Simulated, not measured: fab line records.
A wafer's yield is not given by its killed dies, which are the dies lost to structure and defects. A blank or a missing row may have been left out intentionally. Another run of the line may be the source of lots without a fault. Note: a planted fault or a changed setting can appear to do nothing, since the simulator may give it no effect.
Commonality check across tools + flow gf180mcu + 13 lots, 39 wafers sampled

REASON IT WAS OPENED
At GF_PSD_RS_MEAS_14 the reading NSD_RS is flagged on 1 of 13 lots. Wafers without a fault read 46.11 ohm/sq, standard deviation 0.084.
Rule: flag the lot when none of its wafers has a number, or when each of its wafers that has one lies beyond 4 standard deviations from that mean. The other lots count as sound.

| lot  | measured     | on            | NSD_RS (ohm/sq), wafer by wafer | flag    |
|------|--------------|---------------|---------------------------------|---------|
| L458 | day 14 05:23 | film_metro-02 | 46.18 46.16 46.11               |         |
| L460 | day 14 17:08 | film_metro-03 | 46.00 46.04 46.02               |         |
| L461 | day 15 05:49 | film_metro-04 | 46.05 46.07 46.06               |         |
| L462 | day 15 22:44 | film_metro-03 | 46.07 45.94 45.96               |         |
| L463 | day 16 05:49 | film_metro-02 | 45.99 46.18 46.16               |         |
| L464 | day 16 11:40 | film_metro-02 | 46.22 46.18 46.06               |         |
| L465 | day 16 17:37 | film_metro-03 | 46.11 45.99 46.21               |         |
| L466 | day 17 03:22 | film_metro-02 | 46.18 46.16 46.25               |         |
| L468 | day 18 04:47 | film_metro-04 | 46.11 46.01 46.11               |         |
| L469 | day 18 11:32 | film_metro-03 | 46.04 46.14 46.06               |         |
| L470 | day 18 18:01 | film_metro-04 | 46.31 46.24 46.20               |         |
| L473 | day 19 17:52 | film_metro-03 | 47.12 47.31 47.30               | FLAGGED |
| L480 | day 21 20:49 | film_metro-03 | 46.08 46.20 46.01               |         |
The numbers of the flagged lots are 47.24 ohm/sq on average: +1.13 ohm/sq against the usual, or +13 standard deviations.

WHICH TOOL RAN EACH LOT
The record holds 2 process steps before the reading, out of a route of 602 steps. Cell contents, in order: the tool; ch with the chambers the sampled wafers went through; the start.
| lot  | flag    | GF_POLY_GATE_STRIP_14                | GF_NSD_IMPLANT_10               |
|------|---------|--------------------------------------|---------------------------------|
| L458 |         | plasma_asher-04 ch 0,1, day 9 04:17  | implanter-02 ch 0, day 13 08:33 |
| L460 |         | plasma_asher-01 ch 0,1, day 9 17:37  | implanter-03 ch 0, day 13 20:05 |
| L461 |         | plasma_asher-04 ch 0,1, day 10 03:37 | implanter-01 ch 0, day 14 08:27 |
| L462 |         | plasma_asher-04 ch 0,1, day 10 16:46 | implanter-02 ch 0, day 15 00:29 |
| L463 |         | plasma_asher-01 ch 0,1, day 10 21:37 | implanter-03 ch 0, day 15 07:07 |
| L464 |         | plasma_asher-02 ch 0,1, day 11 03:02 | implanter-03 ch 0, day 15 12:34 |
| L465 |         | plasma_asher-02 ch 0,1, day 11 08:23 | implanter-02 ch 0, day 15 18:46 |
| L466 |         | plasma_asher-02 ch 0,1, day 11 17:50 | implanter-02 ch 0, day 16 04:35 |
| L468 |         | plasma_asher-01 ch 0,1, day 12 08:05 | implanter-01 ch 0, day 17 04:23 |
| L469 |         | plasma_asher-01 ch 0,1, day 12 14:29 | implanter-02 ch 0, day 17 11:29 |
| L470 |         | plasma_asher-02 ch 0,1, day 12 21:20 | implanter-03 ch 0, day 17 17:50 |
| L473 | FLAGGED | plasma_asher-04 ch 0,1, day 13 19:34 | implanter-02 ch 0, day 18 16:35 |
| L480 |         | plasma_asher-04 ch 0,1, day 15 16:50 | implanter-01 ch 0, day 20 20:23 |
What is done by these steps:
- GF_POLY_GATE_STRIP_14: strips in O2/N2.
- GF_NSD_IMPLANT_10
- GF_PSD_RS_MEAS_14: measures by four-point-probe.

FLAGGED AGAINST TOTAL, ONE TOOL AT A TIME (gauges that did the reading follow at the end)
| step                  | tool            | lots run | flagged | share of the flagged lots | sound lots run after its first flagged lot |
|-----------------------|-----------------|----------|---------|---------------------------|--------------------------------------------|
| GF_POLY_GATE_STRIP_14 | plasma_asher-01 | 4        | 0       | none                      | -                                          |
| GF_POLY_GATE_STRIP_14 | plasma_asher-02 | 4        | 0       | none                      | -                                          |
| GF_POLY_GATE_STRIP_14 | plasma_asher-04 | 5        | 1       | all                       | 1 (L480)                                   |
| GF_NSD_IMPLANT_10     | implanter-01    | 3        | 0       | none                      | -                                          |
| GF_NSD_IMPLANT_10     | implanter-02    | 6        | 1       | all                       | 0                                          |
| GF_NSD_IMPLANT_10     | implanter-03    | 4        | 0       | none                      | -                                          |
| GF_PSD_RS_MEAS_14     | film_metro-02   | 4        | 0       | none                      | -                                          |
| GF_PSD_RS_MEAS_14     | film_metro-03   | 6        | 1       | all                       | 1 (L480)                                   |
| GF_PSD_RS_MEAS_14     | film_metro-04   | 3        | 0       | none                      | -                                          |

WHAT THE TABLE ALLOWS
Every flagged lot was run by 3 rows of the table: plasma_asher-04 at GF_POLY_GATE_STRIP_14, implanter-02 at GF_NSD_IMPLANT_10 and film_metro-03 at GF_PSD_RS_MEAS_14.
- plasma_asher-04 at GF_POLY_GATE_STRIP_14 ran 5 lots, 1 of them flagged. Sound lots ran on it after the first flagged one (L480), which a lasting fault on the whole tool wouldn't allow.
- implanter-02 at GF_NSD_IMPLANT_10 ran 6 lots, 1 of them flagged. It ran its last sound lot, L469, at day 17 11:29 and its first flagged lot, L473, at day 18 16:35: a fault with its onset between the two fits.
- film_metro-03 at GF_PSD_RS_MEAS_14 ran 6 lots, 1 of them flagged. Sound lots ran on it after the first flagged one (L480), which a lasting fault on the whole tool wouldn't allow.
Left over: one tool, implanter-02 at GF_NSD_IMPLANT_10.

WHAT THE SIMULATOR PUT IN
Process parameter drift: implanter-02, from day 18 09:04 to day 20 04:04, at GF_NSD_IMPLANT_10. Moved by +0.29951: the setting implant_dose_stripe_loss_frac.
Lots struck among those shown: L473. Same finding as the rule above.
